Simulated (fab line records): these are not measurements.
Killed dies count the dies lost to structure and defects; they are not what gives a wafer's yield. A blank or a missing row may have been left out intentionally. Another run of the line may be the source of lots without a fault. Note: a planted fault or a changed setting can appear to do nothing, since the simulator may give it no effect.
Which tool did it? + flow gf180mcu + 6 lots (18 wafers sampled), 1 step of a 602-step route

## WHAT EACH GAUGE READ, for each wafer
GF_DNWELL_TW_MEAS_09.
| lot  | measured    | on            | DNWELL_TW      |
|------|-------------|---------------|----------------|
| L997 | day 3 02:37 | film metro-04 | 1359 1364 1358 |
| L100 | day 3 17:31 | film metro-04 | 1372 1365 1373 |
| L102 | day 4 04:43 | film metro-03 | 1346 1345 1341 |
| L110 | day 5 23:44 | film metro-03 | 1349 1350 1347 |
| L115 | day 7 07:04 | film metro-02 | 1342 1345 1334 |
| L117 | day 7 15:58 | film metro-04 | 1352 1356 1356 |

## EACH LOT AND THE TOOL THAT RAN IT (in order: tool; ch and the chambers of the sampled wafers; start)
No process step before these readings appears in the record.

## THE ANSWER, worked out from the rows above alone
Rule: the lots themselves supply what counts as usual. The widest of any qualifying gaps counts: lots, ordered by their means at a reading, are off when they make up no more than a third of the lots, leave a main group of 4 or more, and stand apart from it by 3 or more times the standard deviation of that group's means. Not used: any main group whose means are identical at the precision the tables above print for the reading. Also off: a lot with no number at a reading for which 4 or more lots have one. Where the step has rows for the other lots, those lots are counted as sound.
No lot is off at any reading shown: from this, nothing can be told.

## WHAT THE SIMULATOR PUT IN
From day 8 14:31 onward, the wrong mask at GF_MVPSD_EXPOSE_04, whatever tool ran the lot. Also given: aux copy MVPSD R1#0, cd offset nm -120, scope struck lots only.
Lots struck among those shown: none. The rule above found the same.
